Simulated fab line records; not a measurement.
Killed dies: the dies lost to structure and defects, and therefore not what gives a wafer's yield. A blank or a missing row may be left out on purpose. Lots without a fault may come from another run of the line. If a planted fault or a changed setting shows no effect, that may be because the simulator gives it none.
Problem report in the 8D (eight disciplines) form, filled by code    flow gf180mcu    the parts of the form that need people (team, actions taken, sign-off) are left out

## 1. THE ISSUE
Across 4 wafers from 2 lots, V3_W_RS at GF_V3_RS_MEAS_24 averages 0.302 ohm/sq, while fault-free wafers read 0.327 ohm/sq with a standard deviation of 0.0031. Relative to the usual mean, that is a shift of -8.1 standard deviations.
The step: measures by four-point-probe.
First seen on wafer L604.1, day 27 08:20, on film_metro-04. Wafers with a number at this step in the record: 33, from 11 lots. Rule for "out" (also "out of limits"): further than 4 standard deviations from the usual mean. Any other wafer with a number is counted as sound.

## 2. WHAT IT IS, AND WHAT IT ISN'T
question                     is                              is not
which readings at this step  V3_W_RS                         -
which lots                   L604, L605                      L590, L592, L594, L596, L597, L598, L600, L601, L603
which wafers of those lots   L604.1, L604.5, L605.1, L605.4  L604.2, L605.6
read on which gauges         film_metro-03, film_metro-04    -
when                         from day 27 08:20               up to then (28 sound wafers); but 1 sound wafer of L605 came after

## 3. SUSPECTS, AND WHAT RULES EACH OUT
Counting: a tool at a process step up to the reading stays a suspect if it ran every lot that is out. Sound lots after the first of them don't rule it out here, since some wafers of a struck lot are sound.
- the gauge at GF_V3_RS_MEAS_24 has been ruled out. The wafers that are out were read on 2 gauges (film_metro-03, film_metro-04).
- cvd_w-01 at GF_V3_CVD_23 (deposits W, target thk 350 nm, time 104.9 s): kept. Ran every lot that is out, first one L604 (day 27 08:14); last sound lot up to then L603 (day 26 23:14).
- Within cvd_w-01 at GF_V3_CVD_23: the wafers that are out ran in chamber 1; their sound lot-mates ran in chamber 0.
Left after counting: cvd_w-01 at GF_V3_CVD_23.

## 4. THE CAUSE (what the simulator had put in)
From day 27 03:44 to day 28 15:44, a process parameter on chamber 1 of cvd_w-01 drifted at GF_V3_CVD_23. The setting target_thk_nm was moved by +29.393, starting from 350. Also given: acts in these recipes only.
The count eliminated every tool but this one.

## 5. SEQUENCE OF EFFECTS, ordered by route
Each row: a reading where the mean over the struck wafers with a number is more than 3 standard deviations away from the usual. Only readings for which the record gives a usual standard deviation are gone through. hours: the time from each lot's start at the first step in this table that gives one to its start at this step, as a median over the lots. sigmas: the change in usual standard deviations.
hours  step               reading   usual         on struck wafers  change  sigmas
0      GF_V3_RS_MEAS_24   V3_W_RS   0.327 ohm/sq  0.302             -0.025  -8.1
7      GF_V3_THK_MEAS_25  V3_W_THK  351 nm        379               +28     +4.9

## 6. WHAT WOULD HAVE CAUGHT IT SOONER
Counted from the fault's start at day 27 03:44, it took 5 hours until the first out-of-limits reading at a measuring or inspecting step in this record, taken at day 27 08:20.
Tool readings at GF_V3_CVD_23 with a usual standard deviation given in the record: none out on any struck wafer, hence no alarm at a limit of 4 standard deviations on them.
Of the lots that are out (2), L605 began GF_V3_CVD_23 on cvd_w-01 after day 27 08:20. It would have been spared by a hold on the tool at that moment.
